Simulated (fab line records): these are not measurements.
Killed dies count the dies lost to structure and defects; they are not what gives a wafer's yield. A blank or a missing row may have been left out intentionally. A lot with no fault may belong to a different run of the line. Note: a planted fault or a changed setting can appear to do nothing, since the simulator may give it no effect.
Matching of chambers + flow sky130 + cmp-02 running SKY_LI_CONTACT_CMP_24: 4 sister chambers
The step polishes, stops on PSG, t overpolish 20 s, target thk 0 nm. 8 wafers are shown with their chamber, then 12 later ones without.

WAFERS PAIRED WITH THEIR CHAMBERS
| wafer  | chamber | motor_current_A (A) | time_to_endpoint_s (s) |
|--------|---------|---------------------|------------------------|
| L081.5 | 2       | 11.1                | 98                     |
| L084.5 | 0       | 11.0                | 99                     |
| L084.6 | 1       | 12.3                | 97                     |
| L086.4 | 3       | 9.8                 | 97                     |
| L086.5 | 2       | 11.3                | 86                     |
| L086.6 | 1       | 12.1                | 90                     |
| L087.1 | 0       | 11.0                | 95                     |
| L087.2 | 3       | 9.5                 | 99                     |

WAFERS WHOSE CHAMBER IS MISSING
| wafer  | motor_current_A (A) | time_to_endpoint_s (s) |
|--------|---------------------|------------------------|
| L087.6 | 11.9                | 93                     |
| L088.2 | 10.9                | 88                     |
| L088.5 | 13.3                | 94                     |
| L088.6 | 10.9                | 90                     |
| L090.1 | 11.1                | 92                     |
| L090.2 | 9.9                 | 100                    |
| L090.4 | 12.8                | 93                     |
| L089.3 | 12.4                | 100                    |
| L089.4 | 11.1                | 96                     |
| L089.6 | 11.9                | 105                    |
| L097.2 | 11.5                | 89                     |
| L097.3 | 11.4                | 104                    |

WHICH CHAMBER EACH WENT THROUGH
| wafer  | from the rows above     | in truth                   |
|--------|-------------------------|----------------------------|
| L087.6 | 1                       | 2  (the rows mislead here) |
| L088.2 | can't be placed: 0 or 2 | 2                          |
| L088.5 | 1                       | 1                          |
| L088.6 | can't be placed: 0 or 2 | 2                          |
| L090.1 | can't be placed: 2 or 0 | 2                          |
| L090.2 | 3                       | 3                          |
| L090.4 | 1                       | 1                          |
| L089.3 | 1                       | 1                          |
| L089.4 | can't be placed: 0 or 2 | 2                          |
| L089.6 | 1                       | 1                          |
| L097.2 | can't be placed: 2 or 0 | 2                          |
| L097.3 | can't be placed: 2 or 0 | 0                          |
Correctly placed: 5 of 12. Can't be placed from these rows: 6 (the true chamber is among the candidates in 6). Number placed wrongly: 1.
How it was worked out, from the rows above alone: a wafer's distance from a chamber is the root of the sum, over the readings, of the square of ((its reading less the chamber's mean) divided by the reading's scatter). The wafer belongs to the nearest chamber; if the next one is less than 2 further off, it can't be placed. The mean given for a chamber averages the wafers shown for that chamber. How the scatter is found: for the shown wafers, subtract from each reading the mean of its chamber, square and add these, divide the total by (wafers less chambers), then take the root.
